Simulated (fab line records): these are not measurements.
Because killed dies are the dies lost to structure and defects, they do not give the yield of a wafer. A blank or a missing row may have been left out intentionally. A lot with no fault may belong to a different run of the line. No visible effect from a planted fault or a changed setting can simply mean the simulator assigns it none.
Which of the tools did it? | flow sky130 | 13 lots with 39 wafers sampled at 4 steps, on a route of 708 steps

== WHAT THE GAUGES SHOWED, per wafer ==
SKY_PWDE_OVL_MEAS_07. Usual: for PWDE_OVL the level is 0.4 nm and the standard deviation is 1.6.
lot  | measured    | on         | PWDE_OVL (nm)  | flag
L723 | day 3 17:55 | overlay-01 | 1.2 0.2 2.9    | 
L725 | day 4 08:25 | overlay-02 | -1.6 0.0 -0.2  | 
L726 | day 4 14:31 | overlay-01 | 2.2 1.6 2.3    | 
L727 | day 4 19:49 | overlay-02 | 1.7 1.5 1.5    | 
L728 | day 4 23:19 | overlay-01 | 3.1 3.6 2.1    | 
L729 | day 5 07:35 | overlay-01 | 1.2 1.7 1.9    | 
L730 | day 5 14:58 | overlay-01 | 0.0 0.4 -0.1   | 
L731 | day 5 18:22 | overlay-02 | -4.3 -3.2 -3.4 | 
L732 | day 6 00:16 | overlay-02 | -0.6 1.1 1.7   | 
L738 | day 7 07:15 | overlay-02 | -1.6 -1.0 0.4  | 
L744 | day 8 17:12 | overlay-02 | 1.6 2.0 1.7    | 
L745 | day 9 00:01 | overlay-01 | 2.7 2.8 2.4    | 
L746 | day 9 06:04 | overlay-01 | 3.1 2.8 2.0    | 

SKY_VT_ADJUST_PCH_OVL_MEAS_07. Usual: for VT_ADJUST_PCH_OVL the level is 1.5 nm and the standard deviation is 1.2.
lot  | measured     | on         | VT_ADJUST_PCH_OVL (nm) | flag
L723 | day 10 06:57 | overlay-02 | 0.9 3.0 3.4            | 
L725 | day 11 03:45 | overlay-02 | 3.4 2.3 3.3            | 
L726 | day 11 09:13 | overlay-02 | 3.1 1.9 1.0            | 
L727 | day 11 15:54 | overlay-02 | 0.7 2.8 1.1            | 
L728 | day 11 21:37 | overlay-01 | 0.4 2.5 1.7            | 
L729 | day 12 10:22 | overlay-02 | 1.6 2.5 1.6            | 
L730 | day 12 20:10 | overlay-02 | 3.4 1.7 1.7            | 
L731 | day 12 23:58 | overlay-01 | 2.3 2.4 3.4            | 
L732 | day 13 10:13 | overlay-02 | 2.1 1.9 2.1            | 
L738 | day 15 03:40 | overlay-02 | 3.0 2.3 2.5            | 
L744 | day 17 01:36 | overlay-01 | 0.5 -0.5 1.5           | 
L745 | day 17 12:45 | overlay-02 | 0.5 1.0 -0.1           | 
L746 | day 17 20:19 | overlay-02 | 1.8 1.8 0.5            | 

SKY_LDD_P_TW_MEAS_11. Usual: for LDD_P_TW the level is 637 and the standard deviation is 7.4.
lot  | measured     | on           | LDD_P_TW    | flag
L723 | day 18 20:13 | filmMetro-01 | 631 633 635 | 
L725 | day 20 00:58 | filmMetro-02 | 651 651 650 | 
L726 | day 20 06:39 | filmMetro-01 | 639 637 630 | 
L727 | day 20 16:37 | filmMetro-03 | 634 637 635 | 
L728 | day 20 22:09 | filmMetro-02 | 652 651 651 | 
L729 | day 21 16:25 | filmMetro-01 | 629 637 632 | 
L730 | day 22 03:54 | filmMetro-02 | 649 648 646 | 
L731 | day 22 04:38 | filmMetro-03 | 635 634 632 | 
L732 | day 22 15:52 | filmMetro-01 | 633 633 636 | 
L744 | day 26 15:00 | filmMetro-03 | 625 627 627 | 
L745 | day 26 22:49 | filmMetro-03 | 629 630 628 | 
L746 | day 27 02:28 | filmMetro-03 | 630 634 629 | 

== WHAT TOOL EACH LOT RAN ON (gives the tool, then ch and the chambers of the sampled wafers, and finally the start) ==
lot  | SKY_SONOS_ONO_STRIP_17
L723 | plasmaAsher-01 ch 0,1, day 12 15:14
L725 | plasmaAsher-01 ch 0,1, day 13 11:14
L726 | plasmaAsher-01 ch 0,1, day 13 18:23
L727 | plasmaAsher-02 ch 0,1, day 14 01:53
L728 | plasmaAsher-04 ch 0, day 14 07:58
L729 | plasmaAsher-04 ch 0,1, day 14 21:28
L730 | plasmaAsher-01 ch 0,1, day 15 08:28
L731 | plasmaAsher-01 ch 0,1, day 15 11:37
L732 | plasmaAsher-02 ch 1, day 15 22:17
L738 | plasmaAsher-04 ch 0,1, day 17 17:49
L744 | plasmaAsher-04 ch 0,1, day 19 22:39
L745 | plasmaAsher-02 ch 0,1, day 20 07:52
L746 | plasmaAsher-04 ch 0,1, day 20 12:25
- SKY_SONOS_ONO_STRIP_17: strips in O2/N2.

== WHAT THE TOOLS THEMSELVES READ (means of the sampled wafers that have a number; where no wafer has one, the mark that the record gives instead) ==
SKY_SONOS_ONO_STRIP_17. Usual: chamberPressureMTorr 1500.2 mTorr, standard deviation 1.2; drypumpMotorCurrentA 5.7 A, standard deviation 0.48; n2FlowSccm 299.9 sccm, standard deviation 0.9; oesProductAu 0.710 a.u., standard deviation 0.0041; stripTimeToEndpointS 14.09 s, standard deviation 0.044.
lot  | tool           | chamberPressureMTorr (mTorr) | drypumpMotorCurrentA (A) | n2FlowSccm (sccm) | oesProductAu (a.u.) | stripTimeToEndpointS (s) | flag
L723 | plasmaAsher-01 | 1500.4                       | 5.3                      | 299.8             | 0.709               | 14.07                    | 
L725 | plasmaAsher-01 | 1500.6                       | 5.3                      | 300.8             | 0.709               | 14.14                    | 
L726 | plasmaAsher-01 | 1500.0                       | 5.1                      | 299.7             | 0.713               | 14.09                    | 
L727 | plasmaAsher-02 | 1499.7                       | 5.9                      | 299.8             | 0.714               | 14.11                    | 
L728 | plasmaAsher-04 | 1500.4                       | 6.3                      | 300.2             | 0.711               | 14.01                    | 
L729 | plasmaAsher-04 | 1500.8                       | 6.0                      | 299.3             | 0.711               | 14.08                    | 
L730 | plasmaAsher-01 | 1500.6                       | 5.1                      | 300.3             | 0.710               | 14.08                    | 
L731 | plasmaAsher-01 | 1501.7                       | 5.1                      | 299.4             | 0.708               | 14.07                    | 
L732 | plasmaAsher-02 | 1499.7                       | 5.8                      | 300.4             | 0.709               | 14.11                    | 
L738 | plasmaAsher-04 | 1507.6                       | 6.1                      | 300.0             | 0.722               | -                        | OFF
L744 | plasmaAsher-04 | 1500.6                       | 5.7                      | 298.6             | 0.710               | 14.02                    | 
L745 | plasmaAsher-02 | 1501.3                       | 5.9                      | 300.3             | 0.710               | 14.13                    | 
L746 | plasmaAsher-04 | 1499.7                       | 6.0                      | 301.1             | 0.710               | 14.06                    | 

== THE ANSWER, worked out from the rows above alone ==
Rule: take the mean of a lot's wafers that have a number; if it is more than 3 standard deviations from the usual mean, the lot is off. Also off: a lot with no number at a reading for which 4 or more lots have one. All remaining lots with rows at the step are treated as sound. Order of review: gauges by route order, followed by the tools' own readings, for which a lot's mean as printed above is used. The first step at which some lot is off is used, and at that step the reading that is off furthest; a lot without a number counts as furthest.
Off: L738, at SKY_SONOS_ONO_STRIP_17 (stripTimeToEndpointS). Without a number there: L738.
A tool fits if, at that step or a process step before it, it ran every lot that is off, and no sound lot after the first of them. Of those tried, none fits.

== WHAT THE SIMULATOR HAD INSERTED ==
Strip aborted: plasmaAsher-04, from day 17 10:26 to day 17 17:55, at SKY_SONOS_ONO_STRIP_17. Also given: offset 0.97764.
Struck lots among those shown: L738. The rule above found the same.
